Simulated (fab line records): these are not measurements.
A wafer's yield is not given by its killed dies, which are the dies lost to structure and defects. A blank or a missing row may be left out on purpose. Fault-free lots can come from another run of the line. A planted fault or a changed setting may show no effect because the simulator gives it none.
Which of the tools did it? || flow gf180mcu || Sampling: 13 lots, 39 wafers, 3 of 602 route steps

WHAT THE GAUGES READ, wafer by wafer
GF_V5_THK_MEAS_01.
{"lot": "L743", "measured": "day 26 03:22", "on": "film_metro-04", "V5_CVD_00_THK (nm)": "304.5 299.8 303.2"}
{"lot": "L745", "measured": "day 26 19:53", "on": "film_metro-04", "V5_CVD_00_THK (nm)": "299.9 300.2 301.8"}
{"lot": "L746", "measured": "day 27 04:26", "on": "film_metro-02", "V5_CVD_00_THK (nm)": "299.6 301.9 301.2"}
{"lot": "L747", "measured": "day 27 13:38", "on": "film_metro-02", "V5_CVD_00_THK (nm)": "300.5 302.6 304.2"}
{"lot": "L748", "measured": "day 27 18:58", "on": "film_metro-04", "V5_CVD_00_THK (nm)": "296.6 296.1 297.8"}
{"lot": "L750", "measured": "day 28 11:54", "on": "film_metro-04", "V5_CVD_00_THK (nm)": "296.8 300.6 300.8"}
{"lot": "L753", "measured": "day 29 09:47", "on": "film_metro-02", "V5_CVD_00_THK (nm)": "300.6 298.3 300.2"}
{"lot": "L754", "measured": "day 29 12:29", "on": "film_metro-04", "V5_CVD_00_THK (nm)": "300.7 298.4 300.8"}
{"lot": "L755", "measured": "day 30 05:50", "on": "film_metro-04", "V5_CVD_00_THK (nm)": "300.2 299.8 303.0"}
{"lot": "L762", "measured": "day 32 04:07", "on": "film_metro-01", "V5_CVD_00_THK (nm)": "299.7 297.6 297.5"}
{"lot": "L763", "measured": "day 32 09:50", "on": "film_metro-04", "V5_CVD_00_THK (nm)": "298.5 294.9 297.2"}
{"lot": "L764", "measured": "day 32 14:13", "on": "film_metro-04", "V5_CVD_00_THK (nm)": "295.9 297.6 301.1"}
{"lot": "L765", "measured": "day 32 15:36", "on": "film_metro-02", "V5_CVD_00_THK (nm)": "297.4 298.0 294.7"}

TOOL THAT RAN EACH LOT (tool first, then ch and the chambers of the sampled wafers, then the start)
{"lot": "L743", "GF_MIM_CVD_05": "pecvd-02 ch 0,1,2, day 24 06:35", "GF_MIM_STRIP_21": "wet_bench-04 ch 2, day 25 04:40"}
{"lot": "L745", "GF_MIM_CVD_05": "pecvd-01 ch 0,2, day 24 23:55", "GF_MIM_STRIP_21": "wet_bench-02 ch 2, day 25 21:39"}
{"lot": "L746", "GF_MIM_CVD_05": "pecvd-01 ch 0,2, day 25 09:02", "GF_MIM_STRIP_21": "wet_bench-02 ch 2, day 26 06:40"}
{"lot": "L747", "GF_MIM_CVD_05": "pecvd-04 ch 0,2, day 25 19:02", "GF_MIM_STRIP_21": "wet_bench-03 ch 1, day 26 16:24"}
{"lot": "L748", "GF_MIM_CVD_05": "pecvd-01 ch 0,1,2, day 26 01:07", "GF_MIM_STRIP_21": "wet_bench-03 ch 0, day 26 21:59"}
{"lot": "L750", "GF_MIM_CVD_05": "pecvd-04 ch 0,2, day 26 19:15", "GF_MIM_STRIP_21": "wet_bench-02 ch 0, day 27 15:19"}
{"lot": "L753", "GF_MIM_CVD_05": "pecvd-02 ch 0,1, day 27 17:53", "GF_MIM_STRIP_21": "wet_bench-02 ch 0, day 28 13:55"}
{"lot": "L754", "GF_MIM_CVD_05": "pecvd-01 ch 0,1,2, day 27 20:53", "GF_MIM_STRIP_21": "wet_bench-04 ch 1, day 28 16:12"}
{"lot": "L755", "GF_MIM_CVD_05": "pecvd-02 ch 1,2, day 28 15:12", "GF_MIM_STRIP_21": "wet_bench-04 ch 1, day 29 10:40"}
{"lot": "L762", "GF_MIM_CVD_05": "pecvd-02 ch 0,1,2, day 30 16:11", "GF_MIM_STRIP_21": "wet_bench-02 ch 0, day 31 10:09"}
{"lot": "L763", "GF_MIM_CVD_05": "pecvd-01 ch 0,1,2, day 30 22:19", "GF_MIM_STRIP_21": "wet_bench-02 ch 2, day 31 16:11"}
{"lot": "L764", "GF_MIM_CVD_05": "pecvd-02 ch 1,2, day 31 03:24", "GF_MIM_STRIP_21": "wet_bench-02 ch 1, day 31 20:40"}
{"lot": "L765", "GF_MIM_CVD_05": "pecvd-02 ch 1,2, day 31 06:10", "GF_MIM_STRIP_21": "wet_bench-02 ch 0, day 31 23:31"}
- GF_MIM_CVD_05: deposits Si3N4, target thk 42 nm, time 29.086 s.
- GF_MIM_STRIP_21: strips in post etch residue remover, time 1200 s.

AS READ BY THE TOOLS THEMSELVES (means over the sampled wafers that have a number; for cases with no such wafer, the mark the record gives instead)
GF_MIM_CVD_05.
{"lot": "L743", "tool": "pecvd-02", "heater_power_w (W)": 629}
{"lot": "L745", "tool": "pecvd-01", "heater_power_w (W)": 704}
{"lot": "L746", "tool": "pecvd-01", "heater_power_w (W)": 694}
{"lot": "L747", "tool": "pecvd-04", "heater_power_w (W)": 638}
{"lot": "L748", "tool": "pecvd-01", "heater_power_w (W)": 655}
{"lot": "L750", "tool": "pecvd-04", "heater_power_w (W)": 681}
{"lot": "L753", "tool": "pecvd-02", "heater_power_w (W)": 524}
{"lot": "L754", "tool": "pecvd-01", "heater_power_w (W)": 657}
{"lot": "L755", "tool": "pecvd-02", "heater_power_w (W)": 590}
{"lot": "L762", "tool": "pecvd-02", "heater_power_w (W)": 583}
{"lot": "L763", "tool": "pecvd-01", "heater_power_w (W)": 684}
{"lot": "L764", "tool": "pecvd-02", "heater_power_w (W)": 588}
{"lot": "L765", "tool": "pecvd-02", "heater_power_w (W)": 650}

GF_MIM_STRIP_21.
{"lot": "L743", "tool": "wet_bench-04", "bath_guard_temp_C (C)": 72.5, "bath_heat_duty_pct (%)": 13.8}
{"lot": "L745", "tool": "wet_bench-02", "bath_guard_temp_C (C)": 72.5, "bath_heat_duty_pct (%)": 14.2}
{"lot": "L746", "tool": "wet_bench-02", "bath_guard_temp_C (C)": 72.8, "bath_heat_duty_pct (%)": 14.5}
{"lot": "L747", "tool": "wet_bench-03", "bath_guard_temp_C (C)": 73.5, "bath_heat_duty_pct (%)": 19.4}
{"lot": "L748", "tool": "wet_bench-03", "bath_guard_temp_C (C)": 73.4, "bath_heat_duty_pct (%)": 13.8}
{"lot": "L750", "tool": "wet_bench-02", "bath_guard_temp_C (C)": 73.3, "bath_heat_duty_pct (%)": 12.1}
{"lot": "L753", "tool": "wet_bench-02", "bath_guard_temp_C (C)": "-", "bath_heat_duty_pct (%)": "-"}
{"lot": "L754", "tool": "wet_bench-04", "bath_guard_temp_C (C)": "-", "bath_heat_duty_pct (%)": "-"}
{"lot": "L755", "tool": "wet_bench-04", "bath_guard_temp_C (C)": "-", "bath_heat_duty_pct (%)": "-"}
{"lot": "L762", "tool": "wet_bench-02", "bath_guard_temp_C (C)": 72.7, "bath_heat_duty_pct (%)": 13.5}
{"lot": "L763", "tool": "wet_bench-02", "bath_guard_temp_C (C)": 72.8, "bath_heat_duty_pct (%)": 14.9}
{"lot": "L764", "tool": "wet_bench-02", "bath_guard_temp_C (C)": 73.1, "bath_heat_duty_pct (%)": 15.1}
{"lot": "L765", "tool": "wet_bench-02", "bath_guard_temp_C (C)": 72.8, "bath_heat_duty_pct (%)": 12.4}

THE ANSWER, worked out from the rows above alone
Rule: the usual values come from the lots themselves. Put in order of their means at a reading, lots are off if they are a third of the lots or fewer, leave a main group of 4 or more, and stand apart from it by a gap of 3 or more times the standard deviation of the main group's means; of several such gaps the widest counts. A main group is skipped when, at the precision printed for the reading in the tables above, its means are all equal. Also off: a lot with no number at a reading for which 4 or more lots have one. Any other lot the step has rows for is counted as sound. First the gauges in route order, then the tools' own readings, where a lot's mean is used as printed above. The first step at which some lot is off is used, and at that step the reading that is off furthest; a lot without a number counts as furthest.
Off: L753, L754, L755 (GF_MIM_STRIP_21, bath_guard_temp_C). Without a number there: L753, L754, L755. For the main group the mean is 72.9 C and the standard deviation 0.34.
A tool fits if, at that step or a process step before it, it ran every lot that is off, and no sound lot after the first of them. None of those tried fits.

WHAT WAS PUT IN BY THE SIMULATOR
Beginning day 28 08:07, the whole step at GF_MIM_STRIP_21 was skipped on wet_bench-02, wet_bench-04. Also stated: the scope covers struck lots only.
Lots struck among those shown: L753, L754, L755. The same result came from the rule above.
